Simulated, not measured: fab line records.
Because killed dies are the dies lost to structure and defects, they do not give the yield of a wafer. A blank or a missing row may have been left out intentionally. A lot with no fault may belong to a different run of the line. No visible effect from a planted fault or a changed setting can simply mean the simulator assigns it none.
Struck lot and sound lot, side by side    flow sky130    15 steps out of a route of 708
Sound: the wafers L555.1, L555.3, L555.5. Wafers struck: L557.1, L557.3, L557.4. At the end, the cause is stated.
At each step with rows: each side's tool, then ch and its chambers, then its first start. Under that, the readings that differ: sound wafers    struck wafers    difference of the means    sigmas: that difference in standard deviations of wafers without a fault.
alike: a reading whose means differ by less than 2 such deviations, as well as words and numbers matching on both sides. not compared: withheld readings; readings where some wafer has no value; bounds like >300 that might hide an equal value; numbers whose values overlap and for which the record gives no deviation.
A row with sigmas, a row that says differs or no value, or rows on one side alone: a step with any of these is where the two part. Numbers that don't overlap but have no deviation are shown without sigmas and don't part them. A reading missing from all wafers of one side parts the sides only when that side holds two or more wafers.

SKY_VIA3_STRIP_16: strips in O2/N2.
  sound on plasma asher-01 ch 0,1, day 43 15:46; struck on plasma asher-03 ch 0,1, day 44 08:32
reading                       sound           struck          difference  sigmas
strip time to endpoint s (s)  4.05 4.06 4.05  4.13 4.20 4.18  +0.12       +3
  alike: drypump motor current A, oes product au
  not compared: rf hours counter h
then, 5 steps without rows for these wafers: SKY_VIA3_STRIP_17 (strips in post etch residue remover, time 1200 s); SKY_VIA3_CLEAN_18 (cleans in IPA, time 180 s); SKY_VIA3_CLEAN_19 (cleans in O3/DIW); SKY_VIA3_SPUTTER_20 (material TiN, target thk 20 nm, time 80 s); SKY_VIA3_CVD_21 (deposits W, target thk 390 nm, time 117.31 s).
SKY_VIA3_RS_MEAS_22: measurement is done with a four-point probe.
  sound on film metro-03 at day 43 16:32; struck on film metro-01 at day 44 09:19
  alike: VIA3_W_RS
SKY_VIA3_THK_MEAS_23: measures by xrf.
  sound on film metro-03 at day 43 16:40; struck on film metro-01 at day 44 09:26
  alike: VIA3_W_THK
SKY_VIA3_CMP_24: polishes, stops on SiO2, t overpolish 20 s, target thk 0 nm.
  sound on cmp-01 ch 1,2, day 43 16:43; struck on cmp-02 ch 0,1,3, day 44 09:31
  alike: head pressure psi, motor current A, overpolish run s, time to endpoint s
SKY_METAL4_SPUTTER_00: material Ti, target thk 15 nm, time 10 s.
  sound on pvd sputter-04 at day 43 17:01; struck on pvd sputter-03 at day 44 09:49
  alike: cathode dc power W, chamber pressure pa, throttle valve pct
SKY_METAL4_SPUTTER_01: material TiN, target thk 20 nm, time 16.32 s.
  sound on pvd sputter-04 at day 43 17:02; struck on pvd sputter-03 at day 44 09:50
  alike: cathode dc power W, chamber pressure pa, throttle valve pct
then, 1 step without rows for these wafers: SKY_METAL4_SPUTTER_02 (material AlCu, target thk 735 nm, time 39.1 s).
SKY_METAL4_SPUTTER_03: material Ti, target thk 5 nm, time 3.3 s.
  sound on pvd sputter-04 at day 43 17:07; struck on pvd sputter-03 at day 44 09:54
  no value came back on the struck wafers for cathode dc power W (W), chamber pressure pa (Pa), throttle valve pct (%), time s (s); on the sound wafers cathode dc power W (W) reads 2999.1 3000.3 3000.4
SKY_METAL4_SPUTTER_04: material TiN, target thk 70 nm, time 58.3 s.
  sound on pvd sputter-04 at day 43 17:08; struck on pvd sputter-03 at day 44 09:55
  alike: cathode dc power W, chamber pressure pa, throttle valve pct
-- the record jumps here: 5 days lie between the struck wafers' starts before and after (it left off in module METAL4 and takes up again in module PAD_OPEN, whose first step shown is number 708 of the route) --
SKY_PAD_OPEN_PROBE_99:
  sound on prober-01 at day 49 02:39; struck on prober-02 at day 49 16:59
reading                        sound                 struck                difference  sigmas
model.etest.via4 chain.rc ohm  0.8094 0.8015 0.7893  0.9281 0.9148 0.9369  +0.1265     
  alike: defect limited yield, killed_at_M0_to_M3, killed_at_M4_up, killed at contacts, killed at front end, killed at other, killed dies, killed open, killed short, sort_bin_3_pad_short, sort_bin_5_function, sort_bin_6_memory, sort n pass, sort yield pct

## WHERE THEY PART
Earliest at SKY_VIA3_STRIP_16; latest, in this record, at SKY_METAL4_SPUTTER_03. Later steps at which nothing parts them and some readings are alike: SKY_METAL4_SPUTTER_04, SKY_PAD_OPEN_PROBE_99.

WHY: the cause the simulator had injected
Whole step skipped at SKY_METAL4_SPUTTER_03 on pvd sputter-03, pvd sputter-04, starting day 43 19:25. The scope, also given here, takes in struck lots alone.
